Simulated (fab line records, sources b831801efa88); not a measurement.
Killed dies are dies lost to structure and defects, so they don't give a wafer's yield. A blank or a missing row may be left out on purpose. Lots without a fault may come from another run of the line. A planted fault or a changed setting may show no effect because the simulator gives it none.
Which tool did it? | flow sky130 | 12 lots, 36 wafers sampled, at 6 steps of a route of 708

WHAT THE GAUGES READ, wafer by wafer
SKY_LDD_N_OVL_MEAS_07.
lot  | measured     | on         | LDD_N_OVL (nm)
L740 | day 19 04:25 | overlay-01 | 2.6 0.9 0.6
L741 | day 19 06:55 | overlay-02 | 1.0 1.3 0.9
L746 | day 20 17:47 | overlay-02 | 0.4 0.3 2.9
L747 | day 20 17:50 | overlay-01 | -0.2 1.5 0.6
L749 | day 21 21:02 | overlay-02 | 0.7 0.5 0.7
L751 | day 22 13:17 | overlay-02 | 0.6 2.3 3.7
L755 | day 24 02:32 | overlay-01 | 1.5 1.1 2.1
L756 | day 24 05:50 | overlay-01 | 4.8 4.1 3.2
L757 | day 24 14:50 | overlay-02 | -1.3 -1.8 -2.0
L759 | day 25 06:07 | overlay-02 | -1.4 1.5 0.9
L760 | day 25 08:49 | overlay-01 | 1.4 0.6 1.1
L762 | day 26 01:29 | overlay-01 | 2.5 2.7 4.9

SKY_LDD_N_TW_MEAS_17.
lot  | measured     | on            | LDD_N_TW
L740 | day 19 05:46 | film_metro-02 | 2564 2560 2572
L741 | day 19 08:15 | film_metro-01 | 2546 2546 2551
L746 | day 20 19:34 | film_metro-03 | 2706 2703 2708
L747 | day 20 19:10 | film_metro-01 | 2555 2547 2544
L749 | day 21 22:41 | film_metro-01 | 2657 2664 2648
L751 | day 22 14:56 | film_metro-03 | 2701 2721 2730
L755 | day 24 03:52 | film_metro-01 | 2555 2549 2546
L756 | day 24 07:11 | film_metro-03 | 2603 2585 2588
L757 | day 24 16:11 | film_metro-01 | 2556 2545 2560
L759 | day 25 07:27 | film_metro-01 | 2552 2547 2548
L760 | day 25 10:09 | film_metro-01 | 2566 2546 2539
L762 | day 26 02:49 | film_metro-03 | 2585 2568 2606

SKY_LDD_P_OVL_MEAS_08.
lot  | measured     | on         | LDD_P_OVL (nm)
L740 | day 20 12:24 | overlay-01 | -0.1 -1.4 0.0
L741 | day 20 15:24 | overlay-02 | -3.0 -3.3 -2.9
L746 | day 22 01:34 | overlay-02 | -2.3 -3.0 -1.4
L747 | day 22 02:11 | overlay-01 | 1.8 -0.9 1.6
L749 | day 23 04:50 | overlay-02 | -0.4 -1.8 -0.3
L751 | day 23 20:32 | overlay-01 | -1.3 0.1 -1.1
L755 | day 25 08:38 | overlay-02 | -2.0 -1.7 -1.2
L756 | day 25 12:21 | overlay-01 | -1.9 0.1 -1.0
L757 | day 25 21:41 | overlay-02 | -1.3 -4.1 -0.9
L759 | day 26 12:27 | overlay-01 | -0.8 1.0 0.5
L760 | day 26 14:54 | overlay-02 | -2.2 -2.7 -3.2
L762 | day 27 07:12 | overlay-01 | -0.9 0.5 1.3

WHICH TOOL RAN EACH LOT (tool, then ch and the chambers of the sampled wafers, then the start)
lot  | SKY_POLY_GATE_ETCH_15              | SKY_LDD_N_IMPLANT_10            | SKY_LDD_N_STRIP_16
L740 | rie_diel-03 ch 1,2, day 17 20:41   | implanter-03 ch 0, day 19 04:47 | plasma_asher-01 ch 0,1, day 19 05:39
L741 | rie_diel-03 ch 0,1, day 17 23:01   | implanter-04 ch 0, day 19 07:15 | plasma_asher-01 ch 0,1, day 19 08:09
L746 | rie_diel-03 ch 0,2,3, day 19 08:59 | implanter-02 ch 0, day 20 18:10 | plasma_asher-03 ch 0,1, day 20 19:24
L747 | rie_diel-02 ch 0,1,2, day 19 09:11 | implanter-03 ch 0, day 20 18:10 | plasma_asher-02 ch 0,1, day 20 19:04
L749 | rie_diel-03 ch 1,2, day 20 12:08   | implanter-03 ch 0, day 21 21:22 | plasma_asher-03 ch 0,1, day 21 22:35
L751 | rie_diel-01 ch 0,1,2, day 21 05:32 | implanter-04 ch 0, day 22 13:38 | plasma_asher-01 ch 0, day 22 14:50
L755 | rie_diel-03 ch 0,1,3, day 22 19:14 | implanter-02 ch 0, day 24 02:52 | plasma_asher-03 ch 0,1, day 24 03:46
L756 | rie_diel-01 ch 1,2,3, day 22 22:14 | implanter-04 ch 0, day 24 06:13 | plasma_asher-02 ch 0,1, day 24 07:06
L757 | rie_diel-01 ch 1,2, day 23 07:08   | implanter-04 ch 0, day 24 15:11 | plasma_asher-01 ch 0,1, day 24 16:04
L759 | rie_diel-03 ch 1,3, day 23 22:44   | implanter-04 ch 0, day 25 06:27 | plasma_asher-01 ch 0,1, day 25 07:21
L760 | rie_diel-01 ch 0,1,2, day 24 02:02 | implanter-02 ch 0, day 25 09:09 | plasma_asher-03 ch 0,1, day 25 10:03
L762 | rie_diel-01 ch 0,1,2, day 24 18:23 | implanter-03 ch 0, day 26 01:51 | plasma_asher-02 ch 0,1, day 26 02:44
- SKY_POLY_GATE_ETCH_15: etches BARC in N2/H2, stops on SiO2, time 118.5 s, target depth 110 nm.
- SKY_LDD_N_IMPLANT_10
- SKY_LDD_N_STRIP_16: strips in O2/N2.

WHAT THE TOOLS THEMSELVES READ (means of the sampled wafers that have a number; where no wafer has one, the mark that the record gives instead)
SKY_POLY_GATE_ETCH_15.
lot  | tool        | drypump_motor_current_A (A) | oes_product_au (a.u.) | throttle_valve_pct (%)
L740 | rie_diel-03 | 5.9                         | 0.717                 | 13.209
L741 | rie_diel-03 | 6.0                         | 0.713                 | 13.212
L746 | rie_diel-03 | 5.9                         | 0.719                 | 13.217
L747 | rie_diel-02 | 6.2                         | 0.714                 | 13.205
L749 | rie_diel-03 | 6.1                         | 0.718                 | 13.212
L751 | rie_diel-01 | 6.2                         | 0.714                 | 13.216
L755 | rie_diel-03 | 6.0                         | 0.719                 | 13.223
L756 | rie_diel-01 | 6.0                         | 0.718                 | 13.218
L757 | rie_diel-01 | 6.3                         | 0.721                 | 13.216
L759 | rie_diel-03 | 6.4                         | 0.716                 | 13.212
L760 | rie_diel-01 | 6.2                         | 0.717                 | 13.210
L762 | rie_diel-01 | 6.2                         | 0.713                 | 13.211

SKY_LDD_N_IMPLANT_10.
lot  | tool         | beam_energy_keV | dose_ions_cm2
L740 | implanter-03 | 19.787          | 7.491e+13
L741 | implanter-04 | 19.794          | 7.498e+13
L746 | implanter-02 | 19.794          | 7.501e+13
L747 | implanter-03 | 19.789          | 7.494e+13
L749 | implanter-03 | 19.789          | 7.509e+13
L751 | implanter-04 | 19.793          | 7.497e+13
L755 | implanter-02 | 19.788          | 7.493e+13
L756 | implanter-04 | 19.796          | 7.489e+13
L757 | implanter-04 | 19.799          | 7.489e+13
L759 | implanter-04 | 19.789          | 7.497e+13
L760 | implanter-02 | 19.792          | 7.496e+13
L762 | implanter-03 | 19.792          | 7.496e+13

SKY_LDD_N_STRIP_16.
lot  | tool            | drypump_motor_current_A (A) | oes_product_au (a.u.) | strip_time_to_endpoint_s (s)
L740 | plasma_asher-01 | 6.2                         | 0.409                 | 4.311
L741 | plasma_asher-01 | 6.2                         | 0.405                 | 4.323
L746 | plasma_asher-03 | 5.6                         | 0.407                 | 4.514
L747 | plasma_asher-02 | 5.0                         | 0.402                 | 4.303
L749 | plasma_asher-03 | 5.9                         | 0.405                 | 4.548
L751 | plasma_asher-01 | 6.3                         | 0.407                 | 4.503
L755 | plasma_asher-03 | 5.6                         | 0.407                 | 4.293
L756 | plasma_asher-02 | 4.9                         | 0.406                 | 4.307
L757 | plasma_asher-01 | 6.2                         | 0.408                 | 4.304
L759 | plasma_asher-01 | 6.2                         | 0.406                 | 4.311
L760 | plasma_asher-03 | 5.7                         | 0.407                 | 4.328
L762 | plasma_asher-02 | 5.3                         | 0.405                 | 4.321

THE ANSWER, worked out from the rows above alone
Rule: what is usual is taken from the lots themselves. Put in order of their means at a reading, lots are off if they are a third of the lots or fewer, leave a main group of 4 or more, and stand apart from it by a gap of 3 or more times the standard deviation of the main group's means; of several such gaps the widest counts. A main group whose means are all the same, to the digits that the tables above print for the reading, isn't used. A lot without any number at a reading at which 4 lots or more have one is off too. The other lots that the step has rows for count as sound. The gauges are gone through in route order, then the tools' own readings, and for those a lot's mean is taken as printed above. The first step at which some lot is off is used, and at that step the reading that is off furthest; a lot without a number counts as furthest.
Off: L746, L749, L751, at SKY_LDD_N_TW_MEAS_17 (LDD_N_TW). The main group: mean 2560, standard deviation 16.
A tool fits if, at a process step before that reading, it ran every lot that is off, and no sound lot after the first of them. The gauges at SKY_LDD_N_TW_MEAS_17 aren't tried: what is off there is off at SKY_LDD_N_STRIP_16 too, on other tools, and a gauge's error can't cause that. None of those tried fits.

WHAT THE SIMULATOR HAD PUT IN
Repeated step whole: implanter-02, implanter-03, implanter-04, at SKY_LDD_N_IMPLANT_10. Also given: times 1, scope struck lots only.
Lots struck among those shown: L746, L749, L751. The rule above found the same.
